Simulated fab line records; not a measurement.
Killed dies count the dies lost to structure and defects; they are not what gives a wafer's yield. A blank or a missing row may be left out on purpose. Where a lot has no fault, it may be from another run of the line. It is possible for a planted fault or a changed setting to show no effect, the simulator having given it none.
What tool caused it? ; flow sky130 ; 24 lots, 72 wafers sampled, at 6 steps of a route of 708

## WHAT EACH GAUGE READ, for each wafer
SKY_SPACER_THK_MEAS_01.
lot;measured;on;SPACER_CVD_00_THK (nm)
L074;day 22 15:55;film metro-03;43.2 43.1 42.9
L075;day 23 06:14;film metro-03;42.9 42.9 42.8
L076;day 23 10:10;film metro-04;42.7 43.2 42.8
L077;day 24 10:22;film metro-03;44.0 43.6 43.7
L078;day 24 12:38;film metro-01;44.0 44.1 43.7
L079;day 24 16:55;film metro-04;43.0 42.9 43.3
L080;day 25 04:49;film metro-03;43.2 43.3 43.1
L083;day 26 18:00;film metro-03;42.8 43.4 43.0
L081;day 26 18:00;film metro-01;43.0 43.0 43.1
L082;day 26 18:01;film metro-04;42.9 42.8 43.3
L084;day 26 21:40;film metro-03;42.7 42.6 43.1
L085;day 27 04:49;film metro-03;42.9 42.8 42.8
L086;day 28 04:41;film metro-04;42.8 42.6 42.4
L087;day 28 06:47;film metro-04;42.7 43.2 42.9
L088;day 28 09:01;film metro-03;43.3 43.3 43.2
L089;day 28 19:29;film metro-03;43.0 43.3 43.0
L090;day 28 19:29;film metro-04;43.6 43.6 43.6
L092;day 29 03:05;film metro-01;42.8 42.9 42.9
L091;day 29 05:38;film metro-04;42.9 43.0 42.8
L093;day 29 19:16;film metro-01;43.6 43.5 43.5
L094;day 29 21:05;film metro-04;42.5 42.4 42.6
L095;day 30 05:46;film metro-03;43.0 43.1 43.2
L096;day 30 17:08;film metro-01;43.3 43.1 43.9
L097;day 30 18:20;film metro-03;42.9 42.5 42.6

SKY_RES_XHIGH_TW_MEAS_09.
lot;measured;on;RES_XHIGH_TW
L074;day 26 09:26;film metro-02;1647 1642 1640
L075;day 26 22:17;film metro-01;1648 1642 1642
L076;day 27 02:21;film metro-02;1644 1642 1641
L077;day 28 02:14;film metro-01;1653 1638 1637
L078;day 28 04:04;film metro-02;1627 1632 1640
L079;day 28 08:11;film metro-02;1643 1635 1634
L080;day 28 17:19;film metro-04;1630 1628 1639
L083;day 30 07:32;film metro-01;1659 1641 1646
L081;day 30 08:26;film metro-02;1638 1634 1649
L082;day 30 07:14;film metro-01;1647 1649 1647
L084;day 30 10:12;film metro-02;1637 1638 1630
L085;day 30 16:17;film metro-04;1642 1632 1636
L086;day 31 14:45;film metro-01;1638 1642 1644
L087;day 31 17:46;film metro-04;1642 1636 1636
L088;day 31 19:57;film metro-02;1641 1642 1640
L089;day 32 06:47;film metro-04;1648 1647 1642
L090;day 32 10:45;film metro-01;1657 1654 1652
L092;day 32 12:54;film metro-04;1642 1631 1649
L091;day 32 16:26;film metro-01;1657 1647 1651
L093;day 33 05:05;film metro-01;1666 1659 1656
L094;day 33 06:49;film metro-01;1668 1653 1659
L095;day 33 14:43;film metro-02;1628 1631 1627
L096;day 34 01:11;film metro-02;1638 1649 1643
L097;day 34 02:40;film metro-01;1651 1649 1634

SKY_LI_CONTACT_BOW_MEAS_03.
lot;measured;on;LI_CONTACT_BOW (um)
L074;day 27 15:41;film metro-02;39 55 54
L075;day 28 04:37;film metro-01;51 54 50
L076;day 28 09:02;film metro-04;61 57 75
L077;day 29 07:24;film metro-04;56 42 53
L078;day 29 08:52;film metro-02;56 49 61
L079;day 29 13:35;film metro-04;59 53 54
L080;day 29 22:00;film metro-02;59 73 63
L083;day 31 12:13;film metro-01;43 60 61
L081;day 31 12:54;film metro-02;54 60 63
L082;day 31 12:07;film metro-02;60 65 56
L084;day 31 14:42;film metro-02;66 64 66
L085;day 31 20:29;film metro-01;54 54 48
L086;day 32 18:22;film metro-04;59 50 57
L087;day 32 21:29;film metro-04;61 60 59
L088;day 33 00:25;film metro-04;46 58 48
L089;day 33 10:49;film metro-02;61 55 65
L090;day 33 15:00;film metro-04;63 66 65
L092;day 33 17:27;film metro-04;61 61 52
L091;day 33 20:32;film metro-04;49 59 57
L093;day 34 09:14;film metro-04;66 48 48
L094;day 34 11:05;film metro-04;56 58 70
L095;day 34 18:27;film metro-02;51 47 52
L096;day 35 04:59;film metro-01;61 60 51
L097;day 35 06:50;film metro-02;67 49 54

SKY_LI_CONTACT_CD_MEAS_12: target cd 170 nm.
lot;measured;on;cd nm (nm)
L074;day 28 19:52;cd sem-02;168.7 167.4 168.7
L075;day 29 07:41;cd sem-02;169.0 169.7 168.5
L076;day 29 12:55;cd sem-01;170.2 169.9 170.3
L077;day 30 10:17;cd sem-02;169.2 170.6 169.2
L078;day 30 12:27;cd sem-02;171.5 168.9 171.7
L079;day 30 16:58;cd sem-01;170.8 171.4 169.6
L080;day 31 01:30;cd sem-02;171.7 171.5 170.9
L083;day 32 15:08;cd sem-02;171.7 170.4 169.6
L081;day 32 16:22;cd sem-02;170.5 170.4 171.2
L082;day 32 14:20;cd sem-02;169.0 169.9 169.4
L084;day 32 17:02;cd sem-02;167.6 168.5 166.9
L085;day 32 23:44;cd sem-02;170.7 170.7 170.6
L086;day 33 21:05;cd sem-01;169.8 170.5 171.1
L087;day 33 23:38;cd sem-01;168.8 170.2 169.7
L088;day 34 02:46;cd sem-01;167.3 169.4 168.8
L089;day 34 13:41;cd sem-01;172.2 171.7 171.8
L090;day 34 18:05;cd sem-01;169.0 169.9 169.5
L092;day 34 20:59;cd sem-02;171.9 169.8 170.8
L091;day 34 23:13;cd sem-02;166.5 167.2 167.9
L093;day 35 12:13;cd sem-01;172.6 172.5 172.6
L094;day 35 13:47;cd sem-02;170.7 171.5 171.0
L095;day 35 21:19;cd sem-02;170.3 169.9 169.2
L096;day 36 07:17;cd sem-01;167.7 167.8 167.4
L097;day 36 09:32;cd sem-01;173.5 172.6 171.3

## EACH LOT AND THE TOOL THAT RAN IT (in order: tool; ch and the chambers of the sampled wafers; start)
lot;SKY_LDD_LDN_STRIP_12;SKY_SD_N_RTA_14
L074;plasma asher-02 ch 0,1, day 22 13:54;rtp anneal-02 ch 0, day 27 14:41
L075;plasma asher-01 ch 0,1, day 23 04:49;rtp anneal-01 ch 0, day 28 03:35
L076;plasma asher-03 ch 0,1, day 23 07:07;rtp anneal-02 ch 0, day 28 08:01
L077;plasma asher-01 ch 0,1, day 24 08:57;rtp anneal-01 ch 0, day 29 06:23
L078;plasma asher-01 ch 0,1, day 24 11:11;rtp anneal-02 ch 0, day 29 07:48
L079;plasma asher-01 ch 0,1, day 24 15:30;rtp anneal-01 ch 0, day 29 12:35
L080;plasma asher-02 ch 0,1, day 25 02:49;rtp anneal-02 ch 0, day 29 20:58
L083;plasma asher-02 ch 0,1, day 26 14:20;rtp anneal-02 ch 0, day 31 11:12
L081;plasma asher-01 ch 0,1, day 26 15:35;rtp anneal-01 ch 0, day 31 11:53
L082;plasma asher-02 ch 0,1, day 26 15:53;rtp anneal-01 ch 0, day 31 11:05
L084;plasma asher-02 ch 1, day 26 20:11;rtp anneal-02 ch 0, day 31 13:40
L085;plasma asher-01 ch 0,1, day 27 03:20;rtp anneal-01 ch 0, day 31 19:27
L086;plasma asher-02 ch 0, day 28 03:15;rtp anneal-02 ch 0, day 32 17:20
L087;plasma asher-03 ch 0,1, day 28 05:22;rtp anneal-01 ch 0, day 32 20:27
L088;plasma asher-01 ch 0,1, day 28 06:38;rtp anneal-02 ch 0, day 32 23:05
L089;plasma asher-03 ch 0, day 28 12:34;rtp anneal-01 ch 0, day 33 09:48
L090;plasma asher-01 ch 0,1, day 28 14:29;rtp anneal-02 ch 0, day 33 13:55
L092;plasma asher-02 ch 0,1, day 29 00:38;rtp anneal-01 ch 0, day 33 16:25
L091;plasma asher-03 ch 0,1, day 29 02:54;rtp anneal-02 ch 0, day 33 19:32
L093;plasma asher-01 ch 0,1, day 29 16:14;rtp anneal-01 ch 0, day 34 08:08
L094;plasma asher-03 ch 0,1, day 29 18:04;rtp anneal-02 ch 0, day 34 10:01
L095;plasma asher-01 ch 0,1, day 30 03:04;rtp anneal-01 ch 0, day 34 17:26
L096;plasma asher-02 ch 0,1, day 30 15:43;rtp anneal-02 ch 0, day 35 03:59
L097;plasma asher-03 ch 0,1, day 30 16:06;rtp anneal-01 ch 0, day 35 05:50
- SKY_LDD_LDN_STRIP_12: strips in O2/N2.
- SKY_SD_N_RTA_14: time 2 s.

## WHAT THE TOOLS THEMSELVES READ (means of the sampled wafers that have a number; where no wafer has one, the mark that the record gives instead)
SKY_LDD_LDN_STRIP_12.
lot;tool;drypump motor current A (A);oes product au (a.u.);strip time to endpoint s (s)
L074;plasma asher-02;5.9;0.715;14.14
L075;plasma asher-01;5.8;0.719;14.15
L076;plasma asher-03;5.7;0.715;14.25
L077;plasma asher-01;5.5;0.717;14.14
L078;plasma asher-01;5.8;0.715;14.20
L079;plasma asher-01;5.8;0.716;14.14
L080;plasma asher-02;5.9;0.711;14.23
L083;plasma asher-02;5.9;0.717;14.21
L081;plasma asher-01;5.5;0.715;14.23
L082;plasma asher-02;6.1;0.713;14.18
L084;plasma asher-02;6.2;0.716;14.21
L085;plasma asher-01;5.5;0.715;14.18
L086;plasma asher-02;5.8;0.717;14.24
L087;plasma asher-03;5.4;0.716;14.18
L088;plasma asher-01;5.8;0.717;14.17
L089;plasma asher-03;6.0;0.718;14.17
L090;plasma asher-01;5.6;0.720;14.19
L092;plasma asher-02;6.0;0.719;14.16
L091;plasma asher-03;5.4;0.716;14.25
L093;plasma asher-01;5.6;0.713;14.26
L094;plasma asher-03;5.4;0.716;14.19
L095;plasma asher-01;5.6;0.717;14.24
L096;plasma asher-02;5.9;0.714;14.23
L097;plasma asher-03;5.7;0.714;14.19

SKY_SD_N_RTA_14.
lot;tool;lamp power pct (%);wafer_temp_C_max
L074;rtp anneal-02;15.76;1077.9
L075;rtp anneal-01;15.71;1077.3
L076;rtp anneal-02;15.74;1077.6
L077;rtp anneal-01;15.76;1076.5
L078;rtp anneal-02;15.76;1077.4
L079;rtp anneal-01;15.67;1077.2
L080;rtp anneal-02;15.75;1077.9
L083;rtp anneal-02;15.75;1077.3
L081;rtp anneal-01;15.73;1078.1
L082;rtp anneal-01;15.74;1077.9
L084;rtp anneal-02;15.68;1077.5
L085;rtp anneal-01;15.76;1078.1
L086;rtp anneal-02;15.73;1076.6
L087;rtp anneal-01;15.72;1078.6
L088;rtp anneal-02;15.69;1078.9
L089;rtp anneal-01;15.77;1077.8
L090;rtp anneal-02;15.73;1078.4
L092;rtp anneal-01;15.72;1078.3
L091;rtp anneal-02;15.72;1079.3
L093;rtp anneal-01;15.70;1077.6
L094;rtp anneal-02;15.70;1077.6
L095;rtp anneal-01;15.73;1079.1
L096;rtp anneal-02;15.73;1077.9
L097;rtp anneal-01;15.67;1078.6

## THE ANSWER, worked out from the rows above alone
Rule: what is usual is taken from the lots themselves. The widest of any qualifying gaps counts: lots, ordered by their means at a reading, are off when they make up no more than a third of the lots, leave a main group of 4 or more, and stand apart from it by 3 or more times the standard deviation of that group's means. The tables above print the reading to a certain number of digits; a main group whose means all agree to those digits is not used. A lot without any number at a reading at which 4 lots or more have one is off too. Where the step has rows for the other lots, those lots are counted as sound. The gauges are gone through in route order, then the tools' own readings, and for those a lot's mean is taken as printed above. At the first step where some lot is off, the reading lying furthest off is the one used; lots without a number count as furthest.
Across all readings shown, no lot is off: no conclusion can be drawn from this.

## WHAT THE SIMULATOR PUT IN
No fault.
